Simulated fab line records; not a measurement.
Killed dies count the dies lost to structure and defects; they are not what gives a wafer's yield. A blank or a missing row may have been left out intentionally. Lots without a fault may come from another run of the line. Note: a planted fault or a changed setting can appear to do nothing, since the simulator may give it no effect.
Struck lot and sound lot, side by side -- flow sfq-line -- 14 out of 325 route steps
Sound: the wafers L730.1, L730.2, L730.4. The struck wafers were L738.3, L738.5, L738.6. At the end, the cause is stated.
At each step with rows: each side's tool, then ch and its chambers, then its first start. Under that, the readings that differ: sound wafers -- struck wafers -- difference of the means -- sigmas: that difference in standard deviations of wafers without a fault.
alike: readings whose means differ by less than 2 such deviations, and words and numbers that are the same on both sides. not compared: withheld readings, readings that some wafer has no value for, bounds like >300 that may hide the same value, and numbers for which the record gives no deviation and whose values overlap.
Wherever a step has rows on one side only, a row that says differs or no value, or a row with sigmas, the two part there. When numbers do not overlap yet have no deviation, they are printed without sigmas and do not part them. A reading missing from all wafers of one side parts the sides only when that side holds two or more wafers.

first, 6 steps without rows for these wafers: SFQ_TRILAYER_I0_VIA_LITHO_COAT_036 (resist thk 62 nm); SFQ_TRILAYER_I0_VIA_LITHO_COAT_031 (resist thk 650 nm); SFQ_TRILAYER_I0_VIA_LITHO_SOFTBAKE_035; SFQ_TRILAYER_I0_VIA_LITHO_EXPOSE_032 (exposes mask I0, target cd 500 nm); SFQ_TRILAYER_I0_VIA_LITHO_PEB_034 (peb time 60 s); SFQ_TRILAYER_I0_VIA_LITHO_DEVELOP_033 (time 60 s).
SFQ_I0_OVL_MEAS_908:
  struck on overlay-01, day 11 04:20; sound on overlay-01, day 8 21:01
  alike: I0_OVL
SFQ_TRILAYER_I0_VIA_BARC_OPEN_VIA_ETCH_046: etches BARC in O2, target depth 125 nm, time 41.7 s.
  sound on rie-diel-03 ch 1,2,3, day 8 21:03; struck on rie-diel-01 ch 1,2, day 11 04:21
  alike: drypump-motor-current-A, oes-product-au
  not compared: rf-hours-counter-h
SFQ_TRILAYER_I0_VIA_ETCH_VIA_ETCH_034: etches SiO2 in CHF3, stops on Nb, target depth 260 nm.
  sound on rie-diel-03 ch 1,2,3, day 8 21:05; struck on rie-diel-01 ch 1,2, day 11 04:23
  alike: drypump-motor-current-A, oes-product-au
SFQ_TRILAYER_I0_VIA_STRIP_STRIP_035: strips in O2.
  sound on rie-metal-01 ch 0,1, day 8 21:13; struck on rie-metal-03 ch 0,1, day 11 04:43
  alike: drypump-motor-current-A, oes-product-au, platen-temp-c
  not compared: rf-hours-counter-h
then, 2 steps without rows for these wafers: SFQ_TRILAYER_I0_VIA_STRIP_SOLV_CLEAN_036 (cleans in NMP, time 600 s); SFQ_TRILAYER_M1_DEP_PRE_CLEAN_038 (time 22.5 s).
SFQ_TRILAYER_M1_DEP_SPUTTER_037: material Nb, target thk 200 nm, time 133.3 s.
  struck on pvd-sputter-05, day 11 05:19; sound on pvd-sputter-05, day 8 22:01
reading,sound,struck,difference,sigmas
model.Nb_of_TRILAYER_M1_DEP_SPUTTER_037.thk-nm (nm),200.9 200.9 204.4,91.08 94 90.4,-110.24,
  alike: resputter-cathode-voltage-v, throttle-valve-pct
SFQ_M1_RS_MEAS_909: the measuring method here is four-point-probe.
  struck on film-metro-04, day 11 05:44; sound on film-metro-03, day 8 22:06
reading,sound,struck,difference,sigmas
M1_NB_RS (ohm/sq),0.888 0.887 0.872,1.981 1.918 1.997,+1.083,+99 or more
  not compared: hold

WHERE THEY PART
SFQ_M1_RS_MEAS_909 only, going by this record.

WHY: whatever the simulator had introduced
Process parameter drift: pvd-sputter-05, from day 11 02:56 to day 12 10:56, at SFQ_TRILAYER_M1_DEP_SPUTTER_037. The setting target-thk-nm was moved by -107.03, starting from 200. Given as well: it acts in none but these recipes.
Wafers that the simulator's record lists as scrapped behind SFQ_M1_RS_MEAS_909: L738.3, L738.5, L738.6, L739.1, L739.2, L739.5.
